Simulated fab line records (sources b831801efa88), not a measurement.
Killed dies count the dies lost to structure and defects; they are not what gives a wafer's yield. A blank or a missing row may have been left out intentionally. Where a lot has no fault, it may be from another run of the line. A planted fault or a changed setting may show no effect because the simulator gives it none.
What tool caused it? -- flow gf180mcu -- 39 wafers from 13 lots sampled at 2 of the route's 602 steps

== WHAT THE GAUGES READ, wafer by wafer ==
GF_MIM_THK_MEAS_06. Usual: MIM_CVD_05_THK gives 41.9 nm (standard deviation 0.55).
lot,measured,on,MIM_CVD_05_THK (nm),flag
L540,day 24 16:21,film_metro-04,41.0 42.1 42.0,
L541,day 25 01:05,film_metro-03,41.2 41.2 41.3,
L542,day 25 11:24,film_metro-03,41.6 41.9 42.0,
L543,day 25 13:59,film_metro-03,40.7 40.9 42.0,
L544,day 25 17:34,film_metro-04,41.9 41.1 42.2,
L545,day 26 00:53,film_metro-03,42.5 43.6 42.9,
L546,day 26 05:53,film_metro-03,41.4 42.1 42.5,
L547,day 27 00:22,film_metro-01,41.1 41.6 42.1,
L548,day 27 08:08,film_metro-01,42.5 42.6 42.5,
L551,day 28 03:08,film_metro-03,42.1 42.3 42.1,
L552,day 28 13:35,film_metro-01,42.1 42.1 42.0,
L553,day 28 22:57,film_metro-01,41.4 41.8 42.3,
L559,day 30 09:04,film_metro-03,41.4 42.1 41.8,

== WHAT TOOL EACH LOT RAN ON (gives the tool, then ch and the chambers of the sampled wafers, and finally the start) ==
lot,GF_V4_CMP_04
L540,"cmp-01 ch 1,3, day 23 16:05"
L541,"cmp-02 ch 0,1,3, day 24 01:17"
L542,"cmp-02 ch 2,3, day 24 11:44"
L543,"cmp-02 ch 0,2,3, day 24 14:23"
L544,"cmp-01 ch 0,1,2, day 24 18:34"
L545,"cmp-02 ch 0,1,2, day 25 02:25"
L546,"cmp-02 ch 1,2, day 25 07:04"
L547,"cmp-02 ch 0,1, day 26 01:06"
L548,"cmp-01 ch 1,3, day 26 09:40"
L551,"cmp-01 ch 1,3, day 27 04:38"
L552,"cmp-02 ch 0,1,3, day 27 14:46"
L553,"cmp-01 ch 0,2,3, day 28 00:54"
L559,"cmp-01 ch 0,2,3, day 29 11:56"
- GF_V4_CMP_04: polishes SiO2.

== AS READ BY THE TOOLS THEMSELVES (means over the sampled wafers that have a number; for cases with no such wafer, the mark the record gives instead) ==
GF_V4_CMP_04. Usual: motor_current_A 12.4 A, standard deviation 1.1; retaining_ring_pressure_frac 1.000, standard deviation 0.0052; time_to_endpoint_s 80 s, standard deviation 5.1.
lot,tool,motor_current_A (A),retaining_ring_pressure_frac,time_to_endpoint_s (s),flag
L540,cmp-01,12.7,1.008,86,
L541,cmp-02,12.3,1.002,81,
L542,cmp-02,12.8,0.997,82,
L543,cmp-02,12.9,0.997,75,
L544,cmp-01,12.1,1.002,77,
L545,cmp-02,12.2,0.998,81,
L546,cmp-02,11.6,0.995,78,
L547,cmp-02,11.7,1.003,82,
L548,cmp-01,12.6,0.999,80,
L551,cmp-01,13.2,1.001,76,
L552,cmp-02,12.5,0.998,80,
L553,cmp-01,11.8,0.999,80,
L559,cmp-01,11.7,1.002,76,

== THE ANSWER, worked out from the rows above alone ==
Rule: take the mean of a lot's wafers that have a number; if it is more than 3 standard deviations from the usual mean, the lot is off. Also off: a lot with no number at a reading for which 4 or more lots have one. Where the step has rows for the other lots, those lots are counted as sound. Order of review: gauges by route order, followed by the tools' own readings, for which a lot's mean as printed above is used. At the first step where some lot is off, the reading lying furthest off is the one used; lots without a number count as furthest.
Nothing can be told from this: no lot is off at any reading shown.

== WHAT THE SIMULATOR HAD INSERTED ==
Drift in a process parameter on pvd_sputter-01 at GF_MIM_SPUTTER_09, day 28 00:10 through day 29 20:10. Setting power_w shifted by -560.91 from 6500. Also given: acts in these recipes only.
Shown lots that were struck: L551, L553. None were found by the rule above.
